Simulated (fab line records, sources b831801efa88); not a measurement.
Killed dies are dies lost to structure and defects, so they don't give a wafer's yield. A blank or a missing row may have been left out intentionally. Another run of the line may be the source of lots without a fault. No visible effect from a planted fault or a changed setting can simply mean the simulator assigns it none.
Which of the tools did it?	flow gf180mcu	7 lots, 21 wafers sampled, at 2 steps of a route of 602

== WHAT THE GAUGES SHOWED, per wafer ==
GF_HV_LDD_OVL_MEAS_08.
lot	measured	on	HV_LDD_OVL (nm)
L699	day 10 10:10	overlay-01	0.3 1.0 1.3
L704	day 11 21:25	overlay-02	1.0 1.3 1.0
L708	day 13 02:41	overlay-01	-0.6 1.9 -1.4
L710	day 13 18:05	overlay-02	-1.5 -2.0 -0.1
L715	day 15 07:52	overlay-01	-0.5 0.8 -0.1
L719	day 16 12:56	overlay-01	-0.4 1.3 1.1
L721	day 17 03:02	overlay-02	0.2 1.8 1.0

== WHICH TOOL RAN EACH LOT (tool, then ch and the chambers of the sampled wafers, then the start) ==
lot	GF_POLY_GATE_STRIP_14
L699	plasma_asher-04 ch 0, day 9 13:40
L704	plasma_asher-01 ch 0,1, day 10 23:44
L708	plasma_asher-04 ch 0,1, day 12 05:04
L710	plasma_asher-04 ch 0,1, day 12 20:44
L715	plasma_asher-01 ch 0,1, day 14 08:40
L719	plasma_asher-01 ch 0,1, day 15 13:07
L721	plasma_asher-02 ch 0,1, day 16 02:52
- GF_POLY_GATE_STRIP_14: strips in O2/N2.

== THE ANSWER, worked out from the rows above alone ==
Rule: what is usual is taken from the lots themselves. The widest of any qualifying gaps counts: lots, ordered by their means at a reading, are off when they make up no more than a third of the lots, leave a main group of 4 or more, and stand apart from it by 3 or more times the standard deviation of that group's means. If all means in a main group match to the digits the tables above print for the reading, that group is not used. Also off: a lot with no number at a reading for which 4 or more lots have one. All remaining lots with rows at the step are treated as sound.
None of the lots is off at any reading shown; this tells nothing.

== WHAT WAS PUT IN BY THE SIMULATOR ==
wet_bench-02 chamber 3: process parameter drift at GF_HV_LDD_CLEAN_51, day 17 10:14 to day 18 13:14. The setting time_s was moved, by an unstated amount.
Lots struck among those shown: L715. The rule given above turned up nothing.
